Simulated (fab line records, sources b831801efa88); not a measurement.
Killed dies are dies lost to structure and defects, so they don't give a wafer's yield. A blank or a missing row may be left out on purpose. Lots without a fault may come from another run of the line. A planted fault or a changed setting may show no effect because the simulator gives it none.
fab line records | flow sky130 | part 1 of 2: steps 1 to 42 of 43
record lots=6 wafers=18 last_day=49
route steps=708 shown FIELD_ISO@3 NWELL@32 DNWELL@35 PAD_OPEN@708
lots that met no fault: from a run of the same line without faults
start_h: hours from the record's first day to the start of the lot's first wafer shown | wait_h: hours since the lot's step before | " the same as in the row above | L1.1+2: a row that stands for several wafers | - no value, or no start given | * or withheld: withheld | < > ~ a bound
route shown NAME@n: a module of which the file shows steps, and the number in the route of the first | usual: mean/standard deviation of fault-free wafers | same: alike in all rows | chamber/n: place in a boat | sites: the reading at each site | _std_site: their standard deviation | _edge_site: outer sites' mean less inner sites' | radius_mm: how far each site lies from the wafer's centre | mask NAME#n: copy n | behind: the tool/chamber that last shaped the wafer | hold: why the lot was held/for how many hours/how that ended | device: the transistor (n, p or np) that didn't switch | end of line: the same wafers' tests at the end of the route | a step without rows: its recipe alone | killed: dies lost to structure and defects at the first sort, not the wafer's yield | map: a wafer's dies, x killed, . not, _ none there
set.NAME: the setting as run; set.NAME@STEP: as run at that earlier step | model.NAME: the simulator's own value behind a step, which no gauge read
lots at some steps of the route; a table a step, a row a wafer
services: from which hour (start_h, from the record's first day; less than 0 if before it) a tool's chamber was out of use, for how many hours, and why
## steps
# step SKY_FIELD_ISO_THK_MEAS_02
# recipe reads=SiO2_of_FIELD_ISO_OXIDATION_01
# usual FIELD_ISO_OXIDATION_00_THK=11.98/0.21
# columns lot.wafer tool chamber start_h wait_h FIELD_ISO_OXIDATION_00_THK[nm]
L302.3 film_metro-04 - 12.34 0.0 12.19
L302.4 " - " " 11.95
L302.6 " - " " 11.95
L304.2 film_metro-03 - 21.65 0.0 11.72
L304.3 " - " " 11.77
L304.4 " - " " 11.58
L307.3 film_metro-01 - 36.65 0.0 12.24
L307.4 " - " " 12.04
L307.5 " - " " 12.03
L310.2 film_metro-03 - 52.87 0.0 12.02
L310.4 " - " " 12.10
L310.5 " - " " 12.15
L316.3 film_metro-04 - 83.20 0.0 11.61
L316.4 " - " " 11.73
L316.6 " - " " 11.88
L320.1 film_metro-03 - 101.63 0.0 12.49
L320.5 " - " " 12.30
L320.6 " - " " 12.63
# step SKY_FIELD_ISO_CVD_03
# recipe material=Si3N4 precursor=DCS/NH3 target_thk_nm=165 temp_c=770 time_s=2830 pressure_mtorr=250
# step SKY_FIELD_ISO_THK_MEAS_04
# recipe reads=Si3N4_of_FIELD_ISO_CVD_03
# usual FIELD_ISO_CVD_03_THK=166.5/1.4
# columns lot.wafer tool chamber start_h wait_h FIELD_ISO_CVD_03_THK[nm]
L302.3 film_metro-03 - 17.45 0.0 164.8
L302.4 " - " " 165.2
L302.6 " - " " 165.2
L304.2 film_metro-04 - 25.61 0.0 166.7
L304.3 " - " " 167.2
L304.4 " - " " 165.4
L307.3 film_metro-04 - 43.43 0.0 166.0
L307.4 " - " " 166.7
L307.5 " - " " 166.9
L310.2 film_metro-04 - 60.81 0.1 166.8
L310.4 " - " " 166.6
L310.5 " - " " 167.2
L316.3 film_metro-01 - 85.94 0.0 162.4
L316.4 " - " " 165.2
L316.6 " - " " 164.7
L320.1 film_metro-04 - 104.80 0.0 169.1
L320.5 " - " " 168.3
L320.6 " - " " 166.5
# step SKY_FIELD_ISO_DEHYDRATE_05
# recipe temp_c=200 time_s=60
# step SKY_FIELD_ISO_HMDS_06
# recipe prime_time_s=60 prime_temp_c=120
# step SKY_FIELD_ISO_COAT_07
# recipe resist=BARC temp_c=withheld time_s=withheld spin_rpm=3000 resist_thk_nm=60
# step SKY_FIELD_ISO_COAT_08
# recipe resist=KrF-thick spin_rpm=3000 resist_thk_nm=450
# step SKY_FIELD_ISO_SOFTBAKE_09
# recipe temp_c=100 time_s=90 resist=KrF-thick
# step SKY_FIELD_ISO_EXPOSE_10
# recipe mask_id=FOM na=0.68 source_shape=annular sigma_inner=0.4 sigma_outer=0.8 target_cd_nm=150 dose_mj=28
# step SKY_FIELD_ISO_PEB_11
# recipe peb_temp_c=withheld peb_time_s=withheld resist=KrF-thick
# step SKY_FIELD_ISO_DEVELOP_12
# recipe develop_time_s=60 resist=KrF-thick dev_temp_c=21
# step SKY_FIELD_ISO_CD_MEAS_13
# recipe target_cd_nm=150
# usual cd_nm=149.7/1.4
# columns lot.wafer tool chamber start_h wait_h cd_nm
L302.3 cd_sem-02 - 32.38 - 149.5
L302.4 " - " " 149.4
L302.6 " - " " 149.7
L304.2 cd_sem-02 - 41.01 - 148.8
L304.3 " - " " 148.3
L304.4 " - " " 149.3
L307.3 cd_sem-02 - 58.77 - 149.2
L307.4 " - " " 149.1
L307.5 " - " " 149.4
L310.2 cd_sem-01 - 77.90 - 150.3
L310.4 " - " " 150.1
L310.5 " - " " 149.8
L316.3 cd_sem-02 - 102.92 - 149.5
L316.4 " - " " 148.5
L316.6 " - " " 150.0
L320.1 cd_sem-02 - 123.68 - 151.1
L320.5 " - " " 150.7
L320.6 " - " " 150.8
# step SKY_FIELD_ISO_ETCH_14
# recipe chemistry=N2/H2 target=BARC ion_energy_ev=200 source_w=500 bias_w=100 pressure_mtorr=30 n2_flow_sccm=100 h2_flow_sccm=200 stop_on=SiO2 time_s=45.9 target_depth_a=600
# usual drypump_motor_current_A=5.86/0.27 h2_flow_sccm=200.0/0.61 oes_product_au=0.855/0.005 throttle_valve_pct=13.225/0.0096
# columns lot.wafer tool chamber start_h wait_h drypump_motor_current_A h2_flow_sccm oes_product_au rf_hours_counter_h throttle_valve_pct
L302.3 rie_diel-03 0 32.46 0.1 6.22 199.4 0.851 86 13.229
L302.4 " 2 " " 5.69 199.4 0.856 135 13.222
L302.6 " 3 " " 5.76 200.1 0.849 - 13.226
L304.2 rie_diel-02 0 41.11 0.1 5.44 199.6 0.859 132 13.222
L304.3 " 2 " " 6.03 199.7 0.863 87 13.241
L304.4 " 1 " " 5.52 199.5 0.853 97 13.213
L307.3 rie_diel-02 1 58.85 0.1 5.51 199.3 0.851 97 13.242
L307.4 " 3 " " 6.58 199.7 0.860 28 13.234
L307.5 " 1 " " 5.51 199.8 0.854 - 13.235
L310.2 rie_diel-03 3 78.00 0.1 5.78 199.1 0.850 155 13.216
L310.4 " 1 " " 6.20 200.5 0.852 77 13.240
L310.5 " 0 " " 6.22 199.6 0.855 - 13.221
L316.3 rie_diel-03 2 103.00 0.1 5.68 199.9 0.859 137 13.220
L316.4 " 0 " " 6.18 199.8 0.852 88 13.226
L316.6 " 3 " " 5.72 201.2 0.853 - 13.220
L320.1 rie_diel-01 1 123.80 0.1 5.76 199.4 0.852 151 13.225
L320.5 " 2 " " 6.05 200.3 0.852 - 13.210
L320.6 " 1 " " 5.77 199.5 0.858 - 13.227
# step SKY_FIELD_ISO_ETCH_15
# recipe chemistry=CHF3/O2 target_depth_nm=180 stop_on=Si source_w=600 bias_w=200 pressure_mtorr=40 chf3_flow_sccm=50 O2_flow_sccm=5 time_s=72
# usual O2_flow_sccm=5.000/0.015 drypump_motor_current_A=5.85/0.27 oes_product_au=0.951/0.0064 throttle_valve_pct=8.845/0.0098
# columns lot.wafer tool chamber start_h wait_h O2_flow_sccm drypump_motor_current_A oes_product_au rf_hours_counter_h throttle_valve_pct
L302.3 rie_diel-03 0 32.50 0.0 4.996 6.19 0.944 86 8.839
L302.4 " 2 " " 4.995 5.68 0.955 135 8.844
L302.6 " 3 " " 5.008 5.75 0.947 - 8.844
L304.2 rie_diel-02 0 41.15 0.0 5.012 5.44 0.957 132 8.833
L304.3 " 2 " " 4.997 6.00 0.946 87 8.858
L304.4 " 1 " " 4.999 5.52 0.939 97 8.850
L307.3 rie_diel-02 1 58.89 0.0 4.999 5.50 0.949 97 8.849
L307.4 " 3 " " 5.005 6.54 0.958 28 8.844
L307.5 " 1 " " 4.997 5.50 0.957 - 8.848
L310.2 rie_diel-03 3 78.04 0.0 5.009 5.76 0.949 155 8.841
L310.4 " 1 " " 4.981 6.18 0.949 77 8.836
L310.5 " 0 " " 4.999 6.19 0.954 - 8.837
L316.3 rie_diel-03 2 103.04 0.0 4.999 5.68 0.933 137 8.837
L316.4 " 0 " " 4.985 6.18 0.952 88 8.835
L316.6 " 3 " " 4.974 5.72 0.944 - 8.838
L320.1 rie_diel-01 1 123.84 0.0 4.976 5.75 0.965 151 8.840
L320.5 " 2 " " 4.999 6.04 0.955 - 8.820
L320.6 " 1 " " 4.988 5.74 0.944 - 8.851
# step SKY_FIELD_ISO_STRIP_16
# recipe chemistry=O2/N2 power_w=1400 pressure_mtorr=1500 platen_temp_c=withheld o2_flow_sccm=3000 n2_flow_sccm=300 overash_fraction=0.5
# usual drypump_motor_current_A=5.6/0.43 oes_product_au=0.378/0.0043 strip_time_to_endpoint_s=3.541/0.025
# columns lot.wafer tool chamber start_h wait_h drypump_motor_current_A oes_product_au rf_hours_counter_h strip_time_to_endpoint_s
L302.3 plasma_asher-03 0 32.59 0.1 4.9 0.377 - 3.547
L302.4 " 1 " " 6.1 0.379 - 3.569
L302.6 " 0 " " 4.9 0.377 - 3.535
L304.2 plasma_asher-03 0 41.21 0.0 4.9 0.377 23 3.531
L304.3 " 0 " " 4.8 0.383 - 3.509
L304.4 " 1 " " 6.1 0.378 - 3.525
L307.3 plasma_asher-02 0 58.98 0.1 5.8 0.382 - 3.515
L307.4 " 1 " " 5.9 0.376 - 3.545
L307.5 " 1 " " 5.9 0.376 - 3.515
L310.2 plasma_asher-03 1 78.10 0.0 6.1 0.378 27 3.507
L310.4 " 0 " " 4.9 0.379 - 3.544
L310.5 " 0 " " 4.8 0.381 - 3.505
L316.3 plasma_asher-02 0 103.13 0.1 5.8 0.384 - 3.605
L316.4 " 1 " " 5.9 0.370 - 3.562
L316.6 " 1 " " 5.9 0.390 - 3.549
L320.1 plasma_asher-01 0 123.89 0.0 5.3 0.381 43 3.533
L320.5 " 1 " " 6.0 0.380 - 3.526
L320.6 " 0 " " 5.3 0.377 - 3.540
# step SKY_FIELD_ISO_ETCH_17
# recipe target_depth_a=3420 mask_material=Si3N4 chemistry=HBr/Cl2/O2 target=Si taper_deg=5 icp_w=600 bias_w=150 pressure_mtorr=15 HBr_flow_sccm=150 Cl2_flow_sccm=40 O2_flow_sccm=6 time_s=97.7
# usual O2_flow_sccm=5.999/0.017 drypump_motor_current_A=5.8/0.46 he_backside_leak_sccm=2.83/0.21 mfc_cl2_sccm=39.99/0.13 oes_product_au=1.006/0.0078 throttle_valve_pct=25.653/0.0096
# columns lot.wafer tool chamber start_h wait_h O2_flow_sccm drypump_motor_current_A he_backside_leak_sccm mfc_cl2_sccm oes_product_au rf_hours_counter_h throttle_valve_pct
L302.3 rie_si-02 2 32.66 0.0 5.988 5.0 3.17 39.97 0.997 151 25.664
L302.4 " 1 " " 5.970 6.4 2.64 40.28 1.009 67 25.635
L302.6 " 3 " " 5.978 5.9 2.75 40.09 0.998 - 25.664
L304.2 rie_si-02 2 41.31 0.1 5.968 5.0 3.13 39.95 0.999 151 25.662
L304.3 " 1 " " 5.996 6.4 2.53 39.93 1.022 67 25.651
L304.4 " 3 " " 6.010 5.9 2.82 39.92 1.006 97 25.652
L307.3 rie_si-02 1 59.05 0.0 5.998 6.4 2.57 40.10 1.007 67 25.653
L307.4 " 2 " " 6.008 5.0 3.17 39.98 1.008 151 25.657
L307.5 " 1 " " 5.989 6.4 2.62 40.02 1.012 - 25.646
L310.2 rie_si-01 0 78.20 0.1 6.016 5.2 2.96 39.89 1.006 109 25.636
L310.4 " 1 " " 5.992 6.1 2.82 39.96 1.006 132 25.651
L310.5 " 1 " " 5.991 6.1 2.76 39.92 1.003 - 25.646
L316.3 rie_si-01 2 103.20 0.0 5.999 6.1 2.84 40.13 1.006 67 25.666
L316.4 " 2 " " 6.045 6.1 2.91 40.07 1.007 - 25.647
L316.6 " 3 " " 5.983 5.6 2.43 39.99 0.997 - 25.670
L320.1 rie_si-02 1 123.99 0.1 6.037 6.4 2.75 39.56 1.006 67 25.658
L320.5 " 0 " " 5.991 6.0 3.20 40.04 1.005 - 25.652
L320.6 " 1 " " 6.022 6.4 2.53 39.67 1.009 - 25.646
# step SKY_FIELD_ISO_WET_ETCH_18
# recipe chemistry=H3PO4 target_depth_nm=25 temp_c=160 target=Si3N4 time_s=286
# step SKY_FIELD_ISO_CLEAN_19
# recipe chemistry=SC1/SC2 mix=1:4:20 temp_c=70 time_s=150
# step SKY_FIELD_ISO_CLEAN_20
# recipe chemistry=dHF time_s=20 dilution=100:1
# step SKY_FIELD_ISO_WET_ETCH_21
# recipe chemistry=dHF dilution=100:1 target_depth_nm=20 dry=ipa_marangoni target=SiO2 temp_c=25 time_s=400
# step SKY_FIELD_ISO_OXIDATION_22
# recipe temp_c=950 ambient=O2 stabilise_s=600 purge_s=300 target_thk_a=100 ox_time_s=623
# step SKY_FIELD_ISO_THK_MEAS_23
# recipe reads=SiO2_of_FIELD_ISO_OXIDATION_22
# usual FIELD_ISO_OXIDATION_01_THK=9.92/0.2
# columns lot.wafer tool chamber start_h wait_h FIELD_ISO_OXIDATION_01_THK[nm]
L302.3 film_metro-03 - 34.39 0.0 9.94
L302.4 " - " " 10.03
L302.6 " - " " 10.00
L304.2 film_metro-03 - 42.87 0.0 9.90
L304.3 " - " " 9.94
L304.4 " - " " 9.69
L307.3 film_metro-04 - 60.59 0.0 10.42
L307.4 " - " " 10.44
L307.5 " - " " 10.51
L310.2 film_metro-04 - 81.37 0.0 10.11
L310.4 " - " " 9.84
L310.5 " - " " 9.90
L316.3 film_metro-03 - 105.37 0.0 10.10
L316.4 " - " " 10.10
L316.6 " - " " 10.08
L320.1 film_metro-04 - 125.51 0.0 10.01
L320.5 " - " " 9.87
L320.6 " - " " 10.20
# step SKY_FIELD_ISO_CVD_24
# recipe material=SiO2 target_thk_nm=595 temp_c=650 sigma_open_frac=0.3 time_s=99.2 sih4_flow_sccm=60 pressure_mtorr=6
# step SKY_FIELD_ISO_THK_MEAS_25
# recipe reads=SiO2_of_FIELD_ISO_CVD_24
# usual FIELD_ISO_CVD_24_THK=595/5.1
# columns lot.wafer tool chamber start_h wait_h FIELD_ISO_CVD_24_THK[nm]
L302.3 film_metro-04 - 34.52 0.1 591
L302.4 " - " " 588
L302.6 " - " " 590
L304.2 film_metro-04 - 43.00 0.0 588
L304.3 " - " " 587
L304.4 " - " " 591
L307.3 film_metro-03 - 60.72 0.1 593
L307.4 " - " " 591
L307.5 " - " " 590
L310.2 film_metro-01 - 81.57 0.0 591
L310.4 " - " " 599
L310.5 " - " " 602
L316.3 film_metro-01 - 105.51 0.1 585
L316.4 " - " " 585
L316.6 " - " " 588
L320.1 film_metro-03 - 125.64 0.0 595
L320.5 " - " " 593
L320.6 " - " " 593
# step SKY_FIELD_ISO_ANNEAL_26
# recipe temp_c=1000 time_s=1800 ambient=N2
# step SKY_FIELD_ISO_CMP_27
# recipe stop_on=Si3N4 t_overpolish_s=16 down_force_psi=4 platen_rpm=60 target_thk_nm=457.8 pad_velocity_m_s=0.94248
# usual motor_current_A=11.7/1.7 overpolish_run_s=16.000/0.0099 slurry_filter_dp_kPa=13.48/0.12 time_to_endpoint_s=112/4.1
# same t_overpolish_s=16
# columns lot.wafer tool chamber start_h wait_h motor_current_A overpolish_run_s slurry_filter_dp_kPa time_to_endpoint_s
L302.3 cmp-02 1 36.11 0.1 12.9 16.005 13.65 115
L302.4 " 2 " " 13.6 16.001 13.56 114
L302.6 " 0 " " 10.3 16.012 13.48 115
L304.4 cmp-02 1 45.50 0.0 13.3 15.982 13.43 119
L304.2 " 2 " " 13.4 15.997 13.46 118
L304.3 " 0 " " 10.3 16.010 13.39 117
L307.4 cmp-01 1 62.26 0.0 10.3 15.986 13.46 112
L307.3 " 3 " " 12.2 16.005 13.50 115
L307.5 " 2 " " 8.4 15.985 13.37 113
L310.4 cmp-02 1 84.16 0.1 12.8 16.022 13.23 115
L310.2 " 2 " " 14.3 15.998 13.60 106
L310.5 " 0 " " 10.9 16.002 13.61 108
L316.3 cmp-02 2 108.44 0.1 13.7 15.985 13.44 109
L316.4 " 0 " " 10.3 15.970 13.16 109
L316.6 " 1 " " 13.5 16.007 13.66 112
L320.1 cmp-01 0 128.50 0.1 14.0 16.006 13.49 110
L320.6 " 2 " " 7.9 15.977 13.43 108
L320.5 " 3 " " 13.1 16.008 13.38 107
# step SKY_FIELD_ISO_WET_ETCH_28
# recipe chemistry=dHF target_depth_nm=23.7 target=SiO2 dilution=10:1 temp_c=25 time_s=47
# step SKY_FIELD_ISO_WET_ETCH_29
# recipe chemistry=H3PO4 target_depth_nm=160 target=Si3N4 temp_c=160 time_s=1825
# step SKY_FIELD_ISO_WET_ETCH_30
# recipe chemistry=dHF target_depth_nm=25 target=SiO2 dilution=10:1 temp_c=25 time_s=50
# step SKY_NWELL_CLEAN_00
# recipe chemistry=SC1/SC2 mix=1:4:20 temp_c=70 time_s=150 dry=n2_spin
# step SKY_NWELL_OXIDATION_01
# recipe temp_c=900 ambient=O2 stabilise_s=600 purge_s=300 target_thk_a=100 ox_time_s=1418
# step SKY_NWELL_THK_MEAS_02
# recipe reads=SiO2_of_NWELL_OXIDATION_01
# usual NWELL_OXIDATION_THK=9.98/0.21
# columns lot.wafer tool chamber start_h wait_h NWELL_OXIDATION_THK[nm]
L302.3 film_metro-04 - 39.39 0.0 10.17
L302.4 " - " " 10.24
L302.6 " - " " 10.21
L304.2 film_metro-02 - 48.41 0.0 10.33
L304.3 " - " " 10.16
L304.4 " - " " 10.09
L307.3 film_metro-03 - 64.58 0.0 9.72
L307.4 " - " " 10.07
L307.5 " - " " 9.89
L310.2 film_metro-03 - 88.45 0.0 9.75
L310.4 " - " " 9.64
L310.5 " - " " 9.91
L316.3 film_metro-02 - 111.21 0.0 9.52
L316.4 " - " " 9.60
L316.6 " - " " 9.70
L320.1 film_metro-02 - 131.14 0.0 9.61
L320.5 " - " " 9.86
L320.6 " - " " 9.68
# step SKY_DNWELL_DEHYDRATE_00
# recipe temp_c=200 time_s=60
# step SKY_DNWELL_HMDS_01
# recipe prime_time_s=60 prime_temp_c=120
# step SKY_DNWELL_COAT_02
# recipe spin_rpm=2000 resist_thk_nm=3000
# step SKY_DNWELL_SOFTBAKE_03
# recipe temp_c=110 time_s=withheld
# step SKY_DNWELL_EXPOSE_04
# recipe mask_id=DNM na=0.57 target_cd_nm=3000 dose_mj=222
# step SKY_DNWELL_PEB_05
# recipe temp_c=115 time_s=withheld
# step SKY_DNWELL_DEVELOP_06
# recipe wall_angle_deg=90 developer=TMAH develop_time_s=60 dev_temp_c=23
# step SKY_DNWELL_IMPLANT_07
# recipe species=P energy_kev=withheld dose_cm2=withheld tilt_deg=withheld
# step SKY_DNWELL_STRIP_08
# recipe chemistry=O2/N2 power_w=1400 pressure_mtorr=1500 platen_temp_c=withheld o2_flow_sccm=3000 n2_flow_sccm=300 overash_fraction=0.5
# usual drypump_motor_current_A=5.6/0.5 oes_product_au=0.722/0.0045 strip_time_to_endpoint_s=36.95/0.11
# columns lot.wafer tool chamber start_h wait_h drypump_motor_current_A oes_product_au rf_hours_counter_h strip_time_to_endpoint_s
L302.3 plasma_asher-03 0 54.82 0.1 4.9 0.727 - 36.79
L302.4 " 1 " " 6.1 0.721 - 36.84
L302.6 " 0 " " 4.9 0.720 - 36.69
L304.2 plasma_asher-03 0 64.14 0.1 4.8 0.725 26 36.91
L304.3 " 0 " " 4.9 0.726 - 36.75
L304.4 " 1 " " 6.1 0.727 - 36.80
L307.3 plasma_asher-03 0 81.60 0.1 4.8 0.727 - 36.86
L307.4 " 1 " " 6.1 0.726 - 36.90
L307.5 " 0 " " 4.9 0.719 - 36.96
L310.2 plasma_asher-04 0 105.31 0.1 6.2 0.733 43 36.87
L310.4 " 1 " " 5.0 0.727 - 36.90
L310.5 " 0 " " 6.2 0.726 - 36.83
L316.3 plasma_asher-01 1 130.18 0.1 5.9 0.717 - 37.07
L316.4 " 0 " " 5.3 0.726 - 36.97
L316.6 " 1 " " 5.9 0.725 - 37.08
L320.1 plasma_asher-04 1 150.49 0.1 5.0 0.724 3 36.91
L320.5 " 1 " " 5.0 0.721 - 36.90
L320.6 " 0 " " 6.2 0.718 - 36.89
# step SKY_DNWELL_TW_MEAS_09
# usual DNWELL_TW=1107/6.2
# columns lot.wafer tool chamber start_h wait_h DNWELL_TW
L302.3 film_metro-02 - 54.91 0.1 1105
L302.4 " - " " 1102
L302.6 " - " " 1096
L304.2 film_metro-02 - 64.25 0.1 1107
L304.3 " - " " 1110
L304.4 " - " " 1106
L307.3 film_metro-02 - 81.68 0.1 1097
L307.4 " - " " 1093
L307.5 " - " " 1094
L310.2 film_metro-02 - 105.42 0.1 1110
L310.4 " - " " 1109
L310.5 " - " " 1101
L316.3 film_metro-03 - 130.26 0.1 1114
L316.4 " - " " 1112
L316.6 " - " " 1117
L320.1 film_metro-04 - 150.59 0.1 1105
L320.5 " - " " 1111
L320.6 " - " " 1103
